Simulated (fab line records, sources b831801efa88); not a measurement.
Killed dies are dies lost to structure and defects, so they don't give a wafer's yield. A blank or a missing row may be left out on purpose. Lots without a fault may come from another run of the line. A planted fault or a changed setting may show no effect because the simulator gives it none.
Which tool did it? | flow sky130 | 13 lots, 39 wafers sampled, at 4 steps of a route of 708

WHAT THE GAUGES READ, wafer by wafer
SKY_VT_ADJUST_LVTN_TW_MEAS_10.
lot  | measured     | on            | VT_ADJUST_LVTN_TW
L752 | day 6 19:10  | film_metro-02 | 241.4 241.3 241.9
L753 | day 7 02:01  | film_metro-04 | 238.6 237.2 239.9
L757 | day 8 08:46  | film_metro-02 | 242.2 241.9 242.2
L760 | day 9 05:01  | film_metro-02 | 240.9 241.6 241.4
L762 | day 9 18:45  | film_metro-04 | 29.5 29.7 29.8
L764 | day 9 23:58  | film_metro-02 | 240.7 240.1 241.3
L765 | day 10 09:00 | film_metro-04 | 238.5 239.2 239.2
L767 | day 10 22:14 | film_metro-04 | 239.0 239.3 237.2
L770 | day 11 20:56 | film_metro-04 | 237.9 239.3 237.3
L769 | day 11 22:14 | film_metro-04 | 237.6 238.6 238.6
L772 | day 12 07:34 | film_metro-02 | 241.9 242.4 242.0
L774 | day 12 15:56 | film_metro-02 | 241.5 241.5 241.4
L775 | day 13 04:25 | film_metro-03 | 240.1 238.9 240.2

SKY_VT_ADJUST_LVTN_OVL_MEAS_18.
lot  | measured     | on         | VT_ADJUST_LVTN_01_OVL (nm)
L752 | day 7 13:46  | overlay-02 | -0.4 1.7 -1.5
L753 | day 7 20:47  | overlay-02 | -0.7 0.7 0.0
L757 | day 9 05:23  | overlay-02 | -1.5 -1.0 -0.3
L760 | day 10 03:10 | overlay-02 | 0.3 -0.4 1.8
L762 | day 10 16:34 | overlay-01 | -1.7 -2.2 -0.2
L764 | day 10 22:01 | overlay-01 | 0.7 -0.3 1.0
L765 | day 11 06:40 | overlay-01 | 1.9 1.1 1.7
L767 | day 11 20:55 | overlay-01 | 0.6 3.3 1.0
L770 | day 12 20:10 | overlay-01 | 0.9 0.9 1.2
L769 | day 12 20:47 | overlay-02 | 1.2 2.0 2.6
L772 | day 13 07:34 | overlay-02 | 2.3 0.3 -0.1
L774 | day 13 16:23 | overlay-02 | 1.2 -0.8 0.0
L775 | day 14 06:05 | overlay-02 | 0.1 0.8 0.2

WHICH TOOL RAN EACH LOT (tool, then ch and the chambers of the sampled wafers, then the start)
lot  | SKY_VT_ADJUST_HVTP_STRIP_10          | SKY_VT_ADJUST_LVTN_STRIP_09
L752 | plasma_asher-01 ch 0,1, day 6 00:10  | plasma_asher-04 ch 1, day 6 19:04
L753 | plasma_asher-02 ch 0,1, day 6 07:07  | plasma_asher-02 ch 0,1, day 7 01:55
L757 | plasma_asher-04 ch 0,1, day 7 12:34  | plasma_asher-02 ch 0,1, day 8 08:40
L760 | plasma_asher-01 ch 0,1, day 8 08:05  | plasma_asher-04 ch 0,1, day 9 04:55
L762 | plasma_asher-04 ch 0,1, day 8 21:01  | plasma_asher-02 ch 0,1, day 9 18:39
L764 | plasma_asher-01 ch 0,1, day 9 02:22  | plasma_asher-03 ch 0, day 9 23:52
L765 | plasma_asher-02 ch 0,1, day 9 10:41  | plasma_asher-02 ch 0,1, day 10 08:54
L767 | plasma_asher-02 ch 0,1, day 9 23:28  | plasma_asher-04 ch 0,1, day 10 22:07
L770 | plasma_asher-02 ch 0,1, day 10 22:07 | plasma_asher-02 ch 0, day 11 20:49
L769 | plasma_asher-01 ch 0,1, day 10 23:10 | plasma_asher-04 ch 0,1, day 11 22:09
L772 | plasma_asher-01 ch 0,1, day 11 09:13 | plasma_asher-03 ch 0,1, day 12 07:28
L774 | plasma_asher-04 ch 0,1, day 11 17:13 | plasma_asher-02 ch 0,1, day 12 15:49
L775 | plasma_asher-04 ch 0,1, day 12 03:56 | plasma_asher-03 ch 0,1, day 13 04:19
- SKY_VT_ADJUST_HVTP_STRIP_10: strips in O2/N2.
- SKY_VT_ADJUST_LVTN_STRIP_09: strips in O2/N2.

WHAT THE TOOLS THEMSELVES READ (means of the sampled wafers that have a number; where no wafer has one, the mark that the record gives instead)
SKY_VT_ADJUST_HVTP_STRIP_10.
lot  | tool            | chamber_pressure_mTorr (mTorr) | drypump_motor_current_A (A) | oes_product_au (a.u.) | strip_time_to_endpoint_s (s)
L752 | plasma_asher-01 | 1500.2                         | 6.0                         | 0.718                 | 14.20
L753 | plasma_asher-02 | 1499.7                         | 5.4                         | 0.712                 | 14.20
L757 | plasma_asher-04 | 1500.4                         | 6.5                         | 0.719                 | 14.13
L760 | plasma_asher-01 | 1501.4                         | 5.7                         | 0.716                 | 14.16
L762 | plasma_asher-04 | 1496.3                         | 6.5                         | 0.909                 | -
L764 | plasma_asher-01 | 1499.4                         | 5.6                         | 0.719                 | 14.17
L765 | plasma_asher-02 | 1500.9                         | 5.2                         | 0.714                 | 14.15
L767 | plasma_asher-02 | 1500.5                         | 5.2                         | 0.717                 | 14.14
L770 | plasma_asher-02 | 1500.2                         | 5.2                         | 0.712                 | 14.22
L769 | plasma_asher-01 | 1500.2                         | 5.7                         | 0.714                 | 14.15
L772 | plasma_asher-01 | 1500.1                         | 5.7                         | 0.720                 | 14.21
L774 | plasma_asher-04 | 1499.8                         | 6.5                         | 0.714                 | 14.23
L775 | plasma_asher-04 | 1500.9                         | 6.5                         | 0.713                 | 14.16

SKY_VT_ADJUST_LVTN_STRIP_09.
lot  | tool            | chamber_pressure_mTorr (mTorr) | drypump_motor_current_A (A) | oes_product_au (a.u.) | strip_time_to_endpoint_s (s)
L752 | plasma_asher-04 | 1499.5                         | 6.6                         | 0.723                 | 36.99
L753 | plasma_asher-02 | 1500.9                         | 5.4                         | 0.720                 | 36.97
L757 | plasma_asher-02 | 1499.9                         | 5.2                         | 0.725                 | 37.04
L760 | plasma_asher-04 | 1498.4                         | 6.5                         | 0.723                 | 37.01
L762 | plasma_asher-02 | 1499.8                         | 5.1                         | 0.730                 | 48.55
L764 | plasma_asher-03 | 1500.0                         | 6.1                         | 0.722                 | 36.87
L765 | plasma_asher-02 | 1498.2                         | 5.2                         | 0.718                 | 36.95
L767 | plasma_asher-04 | 1499.2                         | 6.4                         | 0.725                 | 36.95
L770 | plasma_asher-02 | 1498.1                         | 4.9                         | 0.726                 | 36.96
L769 | plasma_asher-04 | 1500.6                         | 6.5                         | 0.720                 | 36.88
L772 | plasma_asher-03 | 1499.1                         | 6.1                         | 0.721                 | 36.90
L774 | plasma_asher-02 | 1501.7                         | 5.2                         | 0.723                 | 36.89
L775 | plasma_asher-03 | 1499.4                         | 6.1                         | 0.724                 | 36.83

THE ANSWER, worked out from the rows above alone
Rule: what is usual is taken from the lots themselves. Put in order of their means at a reading, lots are off if they are a third of the lots or fewer, leave a main group of 4 or more, and stand apart from it by a gap of 3 or more times the standard deviation of the main group's means; of several such gaps the widest counts. A main group whose means are all the same, to the digits that the tables above print for the reading, isn't used. A lot without any number at a reading at which 4 lots or more have one is off too. The other lots that the step has rows for count as sound. The gauges are gone through in route order, then the tools' own readings, and for those a lot's mean is taken as printed above. The first step at which some lot is off is used, and at that step the reading that is off furthest; a lot without a number counts as furthest.
Off: L762, at SKY_VT_ADJUST_LVTN_TW_MEAS_10 (VT_ADJUST_LVTN_TW). The main group: mean 240.1, standard deviation 1.5.
A tool fits if, at a process step before that reading, it ran every lot that is off, and no sound lot after the first of them. The gauges at SKY_VT_ADJUST_LVTN_TW_MEAS_10 aren't tried: what is off there is off at SKY_VT_ADJUST_HVTP_STRIP_10 too, on other tools, and a gauge's error can't cause that. None of those tried fits.

WHAT THE SIMULATOR HAD PUT IN
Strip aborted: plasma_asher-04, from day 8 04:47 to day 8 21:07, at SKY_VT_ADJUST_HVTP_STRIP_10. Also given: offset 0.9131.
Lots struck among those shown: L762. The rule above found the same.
